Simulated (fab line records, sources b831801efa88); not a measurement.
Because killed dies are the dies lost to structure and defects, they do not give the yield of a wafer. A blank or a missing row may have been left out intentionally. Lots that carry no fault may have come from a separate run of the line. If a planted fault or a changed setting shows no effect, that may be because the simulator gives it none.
Struck lot and sound lot, side by side -- flow sky130 -- 17 steps out of a route of 708
Sound: these wafers, L243.1, L243.4, L243.5. Wafers struck: L248.1, L248.2, L248.3. At the end, the cause is stated.
At each step with rows: each side's tool, then ch and its chambers, then its first start. Under that, the readings that differ: sound wafers -- struck wafers -- difference of the means -- sigmas: that difference in standard deviations of wafers without a fault.
alike: readings whose means differ by less than 2 such deviations, and words and numbers that are the same on both sides. not compared: withheld readings, readings that some wafer has no value for, bounds like >300 that may hide the same value, and numbers for which the record gives no deviation and whose values overlap.
Wherever a step has rows on one side only, a row that says differs or no value, or a row with sigmas, the two part there. Non-overlapping numbers with no deviation appear without sigmas and do not part them. A reading that every wafer of one side lacks parts them only if that side has two wafers or more.

SKY_LOCAL_INTERCONNECT_RS_MEAS_01: uses a four-point probe to measure.
  struck on film-metro-01, day 32 00:28; sound on film-metro-04, day 30 16:35
  alike: LOCAL_INTERCONNECT_TIN_RS
SKY_LOCAL_INTERCONNECT_THK_MEAS_02: measures by xrf.
  struck on film-metro-01, day 32 00:35; sound on film-metro-04, day 30 16:43
  alike: LOCAL_INTERCONNECT_TIN_THK
then, 8 steps without rows for these wafers: SKY_LOCAL_INTERCONNECT_DEHYDRATE_03 (time 60 s); SKY_LOCAL_INTERCONNECT_HMDS_04 (prime time 60 s); SKY_LOCAL_INTERCONNECT_COAT_05 (resist thk 59.36 nm); SKY_LOCAL_INTERCONNECT_COAT_06 (resist thk 450 nm); SKY_LOCAL_INTERCONNECT_SOFTBAKE_07 (time 90 s); SKY_LOCAL_INTERCONNECT_EXPOSE_08 (exposes mask LI1M, target cd 170 nm); SKY_LOCAL_INTERCONNECT_PEB_09; SKY_LOCAL_INTERCONNECT_DEVELOP_10 (develop time 60 s).
SKY_LOCAL_INTERCONNECT_CD_MEAS_11: target cd 170 nm.
  struck on cd-sem-02, day 33 03:17; sound on cd-sem-02, day 31 19:35
  alike: cd-nm
SKY_LOCAL_INTERCONNECT_OVL_MEAS_12:
  struck on overlay-02, day 33 03:25; sound on overlay-02, day 31 19:43
  alike: LOCAL_INTERCONNECT_OVL
SKY_LOCAL_INTERCONNECT_ETCH_13: etches BARC in N2/H2, stops on SiO2, time 45.9 s, target depth 60 nm.
  sound on rie-metal-02 ch 0,1, day 31 19:45; struck on rie-metal-03 ch 0,1, day 33 03:27
reading,sound,struck,difference,sigmas
oes-product-au (a.u.),0.853 0.848 0.846,0.816 0.827 0.834,-0.023,-5
model.KrF-thick_of_LOCAL_INTERCONNECT_COAT_06.thk-nm (nm),391.6 391.9 392.4,403.5 402.1 402.6,+10.8,
model.etch.depth-nm (nm),59.39 59.18 59.21,55.41 56.63 56.69,-3.02,
model.LOCAL_INTERCONNECT.cd-nm (nm),168.9 170.9 170.3,175.9 174.3 174.5,+4.9,
  alike: drypump-motor-current-A, throttle-valve-pct
  not compared: rf-hours-counter-h
SKY_LOCAL_INTERCONNECT_METAL_ETCH_14: etches TiN in Cl2/BCl3, stops on PSG, target depth 110 nm, time 31.4 s.
  sound on rie-metal-02 ch 0,1, day 31 19:49; struck on rie-metal-03 ch 0,1, day 33 03:31
reading,sound,struck,difference,sigmas
oes-product-au (a.u.),0.929 0.930 0.937,0.375 0.387 0.387,-0.549,-74
throttle-valve-pct (%),21.911 21.919 21.903,22.264 22.251 22.232,+0.338,+31
model.KrF-thick_of_LOCAL_INTERCONNECT_COAT_06.thk-nm (nm),347 347.3 347.9,359.8 356.8 357.8,+10.7,
model.LOCAL_INTERCONNECT.cd-nm (nm),168.4 170.1 169.7,175.5 174.4 174.4,+5.4,
  alike: drypump-motor-current-A
  not compared: rf-hours-counter-h
SKY_LOCAL_INTERCONNECT_STRIP_15: strips in O2/N2.
  sound on plasma-asher-02 ch 0,1, day 31 19:52; struck on plasma-asher-02 ch 0,1, day 33 03:34
reading,sound,struck,difference,sigmas
strip-time-to-endpoint-s (s),4.697 4.698 4.706,4.826 4.798 4.811,+0.111,+6
  alike: drypump-motor-current-A, oes-product-au
  not compared: rf-hours-counter-h
then, 1 step without rows for these wafers: SKY_LOCAL_INTERCONNECT_STRIP_16 (strips in post etch residue remover, time 1200 s).
-- here the record skips 15 days between the struck wafers' starts before and after, leaving off in module LOCAL_INTERCONNECT and picking up in module PAD_OPEN (first step shown: number 708 of the route) --
SKY_PAD_OPEN_PROBE_99:
  struck on prober-01, day 47 20:53; sound on prober-02, day 46 21:07
reading,sound,struck,difference,sigmas
killed-at-contacts,23 31 18,427 423 426,+401,+74
killed-dies,82 94 80,492 482 484,+401,+46
killed-on-rim,13 19 20,96 94 96,+78,+23
  alike: killed_at_M0_to_M3, killed_at_M4_up, killed-at-front-end, killed-at-other, killed-open, killed-short

WHERE THEY PART
At SKY_LOCAL_INTERCONNECT_ETCH_13 first; at SKY_PAD_OPEN_PROBE_99 last (within this record only).

WHY: the cause the simulator had injected
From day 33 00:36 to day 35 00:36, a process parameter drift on rie-metal-03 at SKY_LOCAL_INTERCONNECT_ETCH_13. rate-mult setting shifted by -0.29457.
